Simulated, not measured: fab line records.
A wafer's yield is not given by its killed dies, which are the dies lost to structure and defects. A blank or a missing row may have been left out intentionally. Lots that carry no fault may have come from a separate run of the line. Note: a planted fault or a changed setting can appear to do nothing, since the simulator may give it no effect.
A struck lot beside a sound one -- flow sky130 -- 44 steps out of a route of 708
Sound: wafers L805.2, L805.3, L805.5. Wafers L811.1, L811.3, L811.5 were the ones struck. The cause is named last.
At each step with rows: each side's tool, then ch and its chambers, then its first start. Under that, the readings that differ: sound wafers -- struck wafers -- difference of the means -- sigmas: that difference in standard deviations of wafers without a fault.
alike: readings with means less than 2 such deviations apart, plus words and numbers identical on both sides. not compared: withheld readings, readings lacking a value on some wafer, bounds such as >300 that could conceal the same value, and numbers that have no deviation in the record and whose values overlap.
A row with sigmas, a row that says differs or no value, or rows on one side alone: a step with any of these is where the two part. When numbers do not overlap yet have no deviation, they are printed without sigmas and do not part them. Lack of a reading on every wafer of one side parts them only where that side has two or more wafers.

first, 5 steps without rows for these wafers: SKY_FIELD_ISO_WET_ETCH_18 (etches Si3N4 in H3PO4, target depth 25 nm, time 286 s); SKY_FIELD_ISO_CLEAN_19 (cleans in SC1/SC2, time 150 s); SKY_FIELD_ISO_CLEAN_20 (cleans in dHF, time 20 s); SKY_FIELD_ISO_WET_ETCH_21 (etches SiO2 in dHF, target depth 20 nm, time 400 s); SKY_FIELD_ISO_OXIDATION_22 (stabilise 600 s, purge 300 s, target thk 10 nm).
SKY_FIELD_ISO_THK_MEAS_23:
  sound on film-metro-02, day 4 11:31; struck on film-metro-04, day 5 17:47
  alike: FIELD_ISO_OXIDATION_01_THK
then, 1 step without rows for these wafers: SKY_FIELD_ISO_CVD_24 (deposits SiO2, target thk 595 nm, time 99.2 s).
SKY_FIELD_ISO_THK_MEAS_25:
  sound on film-metro-04, day 4 11:38; struck on film-metro-02, day 5 17:55
  alike: FIELD_ISO_CVD_24_THK
then, 1 step without rows for these wafers: SKY_FIELD_ISO_ANNEAL_26 (time 1800 s).
SKY_FIELD_ISO_CMP_27: polishes, stops on Si3N4, t overpolish 16 s, target thk 457.8 nm.
  sound on cmp-02 ch 2,3, day 4 13:14; struck on cmp-01 ch 0,2,3, day 5 20:41
  alike: motor-current-A, overpolish-run-s, retaining-ring-pressure-frac, time-to-endpoint-s
then, 2 steps without rows for these wafers: SKY_FIELD_ISO_WET_ETCH_28 (etches SiO2 in dHF, target depth 23.7 nm, time 46.19 s); SKY_FIELD_ISO_WET_ETCH_29 (etches Si3N4 in H3PO4, target depth 160 nm, time 1825 s).
SKY_FIELD_ISO_WET_ETCH_30: etches SiO2 in dHF, target depth 25 nm, time 50 s.
  sound on wet-bench-03 ch 1, day 4 14:02; struck on wet-bench-03 ch 1, day 5 21:26
reading,sound,struck,difference,sigmas
run-length-s (s),76 76 76,121 121 121,+45,+15
model.SiO2_of_FIELD_ISO_CVD_24.thk-nm (nm),404.6 405.6 405.5,385 387 384.9,-20,
then, 2 steps without rows for these wafers: SKY_NWELL_CLEAN_00 (cleans in SC1/SC2, time 150 s); SKY_NWELL_OXIDATION_01 (stabilise 600 s, purge 300 s, target thk 10 nm).
SKY_NWELL_THK_MEAS_02:
  sound on film-metro-02, day 4 17:30; struck on film-metro-03, day 5 23:10
reading,sound,struck,difference,sigmas
NWELL_OXIDATION_THK (nm),10.28 10.14 10.11,9.76 9.71 9.77,-0.43,-3
then, 8 steps without rows for these wafers: SKY_DNWELL_DEHYDRATE_00 (time 60 s); SKY_DNWELL_HMDS_01 (prime time 60 s); SKY_DNWELL_COAT_02 (resist thk 3000 nm); SKY_DNWELL_SOFTBAKE_03; SKY_DNWELL_EXPOSE_04 (exposes mask DNM, target cd 3000 nm); SKY_DNWELL_PEB_05; SKY_DNWELL_DEVELOP_06 (develop time 60 s); SKY_DNWELL_IMPLANT_07.
SKY_DNWELL_STRIP_08: strips in O2/N2.
  sound on plasma-asher-04 ch 0,1, day 5 11:23; struck on plasma-asher-03 ch 0, day 6 18:47
  alike: chamber-pressure-mTorr, drypump-motor-current-A, oes-product-au, strip-time-to-endpoint-s
  not compared: rf-hours-counter-h
SKY_DNWELL_TW_MEAS_09:
  sound on film-metro-03, day 5 11:30; struck on film-metro-01, day 6 18:53
  alike: DNWELL_TW
then, 7 steps without rows for these wafers: SKY_PWDE_DEHYDRATE_00 (time 60 s); SKY_PWDE_HMDS_01 (prime time 60 s); SKY_PWDE_COAT_02 (resist thk 3000 nm); SKY_PWDE_SOFTBAKE_03; SKY_PWDE_EXPOSE_04 (exposes mask PWDEM, target cd 840 nm); SKY_PWDE_PEB_05; SKY_PWDE_DEVELOP_06 (develop time 60 s).
SKY_PWDE_OVL_MEAS_07:
  sound on overlay-01, day 6 05:41; struck on overlay-01, day 7 15:14
  alike: PWDE_OVL
next, for these wafers, 1 step has no rows: SKY_PWDE_IMPLANT_08.
SKY_PWDE_STRIP_09: strips in O2/N2.
  sound on plasma-asher-01 ch 0,1, day 6 05:52; struck on plasma-asher-03 ch 0,1, day 7 15:25
  alike: chamber-pressure-mTorr, drypump-motor-current-A, oes-product-au, strip-time-to-endpoint-s
  not compared: rf-hours-counter-h
SKY_PWDE_TW_MEAS_10:
  sound on film-metro-02, day 6 05:59; struck on film-metro-01, day 7 15:31
  alike: PWDE_TW
then, 5 steps without rows for these wafers: SKY_NWELL_DEHYDRATE_03 (time 60 s); SKY_NWELL_HMDS_04 (prime time 60 s); SKY_NWELL_COAT_05 (resist thk 3000 nm); SKY_NWELL_SOFTBAKE_06; SKY_NWELL_EXPOSE_07 (exposes mask NWM, target cd 840 nm).
-- the record jumps here: 26 days lie between the struck wafers' starts before and after (it left off in module NWELL and takes up again in module SALICIDE, whose first step shown is number 361 of the route) --
SKY_SALICIDE_CLEAN_00: cleans in HF-last, time 30 s.
  sound on wet-bench-04 ch 2, day 31 18:14; struck on wet-bench-02 ch 0, day 33 13:22
reading,sound,struck,difference,sigmas
model.SiO2_of_FIELD_ISO_CVD_24.thk-nm (nm),358.7 359.7 359.7,338.8 340.8 338.8,-19.9,
-- the record jumps here: 16 days lie between the struck wafers' starts before and after (it left off in module SALICIDE and takes up again in module PAD_OPEN, whose first step shown is number 708 of the route) --
SKY_PAD_OPEN_PROBE_99:
  sound on prober-02, day 48 16:33; struck on prober-02, day 50 00:15
reading,sound,struck,difference,sigmas
model.etest.pfet_16v.r-on-ohm-um,1.513e+04 1.54e+04 1.548e+04,1.496e+04 1.493e+04 1.493e+04,-3.967e+02,
model.etest.res-iso-pwell.rs-ohm-sq,2839 3026 3016,2458 2484 2504,-478,
model.etest.res-iso-pwell.line-ohm-um,1073 1141 1129,934.8 933.8 949.7,-174.9,
model.etest.cap-li-to-poly.c-af-um2,96.94 97.59 99.92,91.72 92.2 96.86,-4.56,
model.etest.cap-poly-to-well.c-af-um2,92.48 89.84 92.19,97.8 95.84 95.82,+5.0,
model.etest.field-p.vt-v (V),-41.48 -42.81 -43.12,-36.13 -36.47 -37.02,+5.93,
  alike: killed_at_M0_to_M3, killed_at_M4_up, killed-at-contacts, killed-at-front-end, killed-at-other, killed-dies, killed-open, killed-short
  not compared: model.etest.res_p_drift_20v.line-ohm-um, model.etest.res_p_drift_20v.rs-ohm-sq

== WHERE THEY PART ==
Earliest at SKY_FIELD_ISO_WET_ETCH_30; latest, in this record, at SKY_NWELL_THK_MEAS_02. Later steps at which nothing parts them and some readings are alike: SKY_DNWELL_STRIP_08, SKY_DNWELL_TW_MEAS_09, SKY_PWDE_OVL_MEAS_07, SKY_PWDE_STRIP_09, SKY_PWDE_TW_MEAS_10, SKY_PAD_OPEN_PROBE_99.

WHY: the cause the simulator had injected
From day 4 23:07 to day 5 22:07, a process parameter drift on wet-bench-03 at SKY_FIELD_ISO_WET_ETCH_30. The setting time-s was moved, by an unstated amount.
